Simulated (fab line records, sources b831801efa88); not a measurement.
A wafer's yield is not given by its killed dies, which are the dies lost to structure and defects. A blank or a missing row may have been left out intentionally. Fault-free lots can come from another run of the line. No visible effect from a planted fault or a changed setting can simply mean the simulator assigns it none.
fab line records | flow sky130
record: lots: 6 | wafers: 18 | lastDay: 50
route steps=708 shown LDD_N@238 PAD_OPEN@708
lots untouched by any fault: they come from a run of this same line in which no faults occurred
startH: hours from the record's opening day to when the first of the lot's shown wafers began | waitH: hours elapsed since this lot's preceding step | " identical to the entry in the row above | L1.1+2: one row covering several wafers at once | - value missing, or start not given | * or withheld: withheld | < > ~ a bound
route shown NAME@n: names a module that has steps shown in the file, with the first one's number in the route | usual: mean/standard deviation of fault-free wafers | same: alike in all rows | chamber/n: place in a boat | sites: each site's reading | _std_site: standard deviation across them | _edge_site: mean of outer sites minus mean of inner sites | radiusMm: how far each site lies from the wafer's centre | mask NAME#n: copy n | behind: the most recent tool/chamber to have shaped the wafer | hold: why the lot was held/for how many hours/how that ended | device: whichever transistor did not switch (one of n, p or np) | end of line: the route-end tests of the same wafers | for a step that has no rows: nothing shown but its recipe | killed: not the wafer's yield, but the dies lost to structure and defects at the first sort | map: the dies of a wafer, with x for killed, . for not killed, _ for no die there
set.NAME: the setting that was run; set.NAME@STEP: the one run at that earlier step | model.NAME: the simulator's own value behind a step, which no gauge read
lots at selected steps of the route; one table per step, one row per wafer
services: a tool's chamber out of use, with start hour (startH, from the record's first day; less than 0 if before it), hours out, and reason
== steps ==
step: SKY_LDD_N_HMDS_01
recipe: primeTimeS: 60 | primeTempC: 120
step: SKY_LDD_N_COAT_02
recipe: resist: NOVOLAK | spinRpm: 3000 | resistThkNm: 300
step: SKY_LDD_N_SOFTBAKE_03
recipe: tempC: 90.7 | timeS: 60 | resist: NOVOLAK
step: SKY_LDD_N_EXPOSE_04
recipe: maskId: NTM | targetCdNm: 840 | na: 0.6 | sourceShape: conventional | sigmaOuter: 0.6 | doseMj: 110
step: SKY_LDD_N_PEB_05
recipe: tempC: withheld | timeS: * | resist: NOVOLAK
step: SKY_LDD_N_DEVELOP_06
recipe: developTimeS: 60 | devTempC: 23
step: SKY_LDD_N_OVL_MEAS_07
usual: LDD_N_OVL: -0.8/1.1
lot.wafer | tool       | chamber | startH | waitH | LDD_N_OVL[nm]
L790.2    | overlay-01 | -       | 438.45 | 0.1   | -0.5
L790.3    | "          | -       | "      | "     | -2.5
L790.4    | "          | -       | "      | "     | -2.9
L793.1    | overlay-02 | -       | 468.82 | 0.1   | 0.1
L793.2    | "          | -       | "      | "     | -0.8
L793.5    | "          | -       | "      | "     | -1.8
L801.1    | overlay-01 | -       | 537.97 | 0.1   | -0.8
L801.5    | "          | -       | "      | "     | -1.6
L801.6    | "          | -       | "      | "     | -1.2
L803.1    | overlay-01 | -       | 545.99 | 0.1   | -1.0
L803.4    | "          | -       | "      | "     | -0.8
L803.5    | "          | -       | "      | "     | -0.9
L802.2    | overlay-02 | -       | 546.30 | 0.1   | 0.2
L802.3    | "          | -       | "      | "     | 0.4
L802.6    | "          | -       | "      | "     | -0.5
L806.2    | overlay-02 | -       | 565.95 | 0.1   | -0.5
L806.4    | "          | -       | "      | "     | 0.1
L806.5    | "          | -       | "      | "     | -0.5
step: SKY_LDD_N_IMPLANT_08
recipe: species: As | energyKev: 20 | doseCm2: 7.5e+13 | tiltDeg: withheld | rotationDeg: 23
step: SKY_LDD_N_IMPLANT_09
recipe: species: As | energyKev: 20 | doseCm2: 7.5e+13 | tiltDeg: withheld | rotationDeg: 113
step: SKY_LDD_N_IMPLANT_10
recipe: species: As | energyKev: 20 | doseCm2: 7.5e+13 | tiltDeg: withheld | rotationDeg: 203
step: SKY_LDD_N_IMPLANT_11
recipe: species: As | energyKev: 20 | doseCm2: 7.5e+13 | tiltDeg: withheld | rotationDeg: 293
step: SKY_LDD_N_IMPLANT_12
recipe: species: BF2 | energyKev: 50 | doseCm2: 5e+12 | tiltDeg: 30 | rotationDeg: 0
step: SKY_LDD_N_IMPLANT_13
recipe: species: BF2 | energyKev: 50 | doseCm2: 5e+12 | tiltDeg: 30 | rotationDeg: 90
usual: doseIonsCm2: 5e+12/5.2e+09 | faradayCurrentUA: 28.2/0.58
lot.wafer | tool         | chamber | startH | waitH | doseIonsCm2 | faradayCurrentUA
L790.2    | implanter-03 | 0       | 439.25 | 0.1   | 4.993e+12   | 29.0
L790.3    | "            | 0       | "      | "     | 4.999e+12   | 29.0
L790.4    | "            | 0       | "      | "     | 4.991e+12   | 29.0
L793.1    | implanter-04 | 0       | 469.60 | 0.1   | 4.985e+12   | 28.5
L793.2    | "            | 0       | "      | "     | 4.997e+12   | 28.5
L793.5    | "            | 0       | "      | "     | 4.993e+12   | 27.9
L801.1    | implanter-04 | 0       | 538.75 | 0.1   | 3.146e+12   | 17.5
L801.5    | "            | 0       | "      | "     | 3.147e+12   | 18.1
L801.6    | "            | 0       | "      | "     | 3.148e+12   | 17.8
L803.1    | implanter-01 | 0       | 546.78 | 0.1   | 4.994e+12   | 28.1
L803.4    | "            | 0       | "      | "     | 4.999e+12   | 28.1
L803.5    | "            | 0       | "      | "     | 5.005e+12   | 27.3
L802.2    | implanter-03 | 0       | 547.11 | 0.1   | 5.004e+12   | 28.7
L802.3    | "            | 0       | "      | "     | 5.002e+12   | 28.7
L802.6    | "            | 0       | "      | "     | 5.002e+12   | 28.5
L806.2    | implanter-04 | 0       | 566.75 | 0.1   | 3.149e+12   | 17.9
L806.4    | "            | 0       | "      | "     | 3.14e+12    | 18.0
L806.5    | "            | 0       | "      | "     | 3.133e+12   | 17.2
step: SKY_LDD_N_IMPLANT_14
recipe: species: BF2 | energyKev: 50 | doseCm2: 5e+12 | tiltDeg: 30 | rotationDeg: 180
step: SKY_PAD_OPEN_PROBE_99
usual: killed_at_M0_to_M3: 44/7.9 | killed_at_M4_up: 3.1/1.9 | killedAtContacts: 24/4.6 | killedAtFrontEnd: 16/4.9 | killedAtOther: 0.3/0.6 | killedDies: 87/9.7 | killedOpen: 48/7.2 | killedShort: 39/5.6
same: grossDies: 492 | killedAtBackSide: 0
lot.wafer | tool      | chamber | startH  | waitH | killed_at_M0_to_M3 | killed_at_M4_up | killedAtContacts | killedAtFrontEnd | killedAtOther | killedDies | killedOpen | killedShort
L802.2    | prober-01 | -       | 1186.29 | 0.1   | 37                 | 4               | 22               | 14               | 0             | 77         | 37         | 40
L802.3    | prober-01 | -       | 1186.34 | 0.2   | 53                 | 6               | 22               | 17               | 0             | 98         | 52         | 46
L802.6    | prober-01 | -       | 1186.49 | 0.2   | 58                 | 4               | 23               | 19               | 0             | 104        | 64         | 40
killed by level:class
L802.2 METAL1:geometricParticle:short=8 CONTACT:geometricParticle:open=7 VIA2:geometricParticle:open=7 VIA1:geometricParticle:open=6 POLY_GATE:geometricParticle:short=5 LI_CONTACT:geometricParticle:open=5 FIELD_ISO:geometricParticle:open=4 CONTACT:geometricParticle:short=4
L802.3 VIA1:geometricParticle:open=13 LOCAL_INTERCONNECT:geometricParticle:short=8 LI_CONTACT:geometricParticle:open=7 FIELD_ISO:geometricParticle:open=6 METAL2:geometricParticle:short=6 VIA3:geometricParticle:short=6 VIA2:geometricParticle:short=5 VIA3:geometricParticle:open=5
L802.6 VIA3:geometricParticle:open=12 CONTACT:geometricParticle:open=11 VIA1:geometricParticle:open=11 FIELD_ISO:geometricParticle:open=7 METAL2:geometricParticle:short=7 VIA2:geometricParticle:open=6 LI_CONTACT:geometricParticle:open=6 VIA3:geometricParticle:short=5
== services ==
tool         | chamber | startH | hours | kind
implanter-04 | -       | 434.80 | 4.1   | pm
implanter-04 | -       | 458.44 | 0.7   | repair
implanter-01 | -       | 465.65 | 3.5   | repair
implanter-04 | -       | 497.34 | 2.0   | repair
implanter-03 | -       | 529.42 | 2.9   | pm
implanter-03 | -       | 535.05 | 3.4   | repair
implanter-03 | -       | 565.19 | 2.7   | repair
== key ==
firstSign: step: SKY_LDD_N_IMPLANT_13 | reading: doseIonsCm2 | direction: down | sigmas: 99+ | usual: * | struck: *
effect: step: SKY_LDD_N_IMPLANT_13 | reading: faradayCurrentUA | direction: down | sigmas: 18 | usual: 28.2 | struck: 17.7
metAt SKY_LDD_N_IMPLANT_13
struckWafers L801.1,L801.5,L801.6,L806.2,L806.4,L806.5
testerLeftOut L801,L806
onsetBetween 469.60 538.75
fault: kind: processParameterDrift | tool: implanter-04 | chamber: - | onsetH: 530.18 | steps: SKY_LDD_N_IMPLANT_13 | channel: doseCm2 | offset: * | shape: step | endH: 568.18 | actsIn: * | stated: *
testerLeftOut: of these lots the tester's yield and bins aren't shown, on N5 and GAA mostly nor the transistor test; their killed dies are dies lost to structure and defects alone, not to doping, threshold or leakage, so they don't give the yield
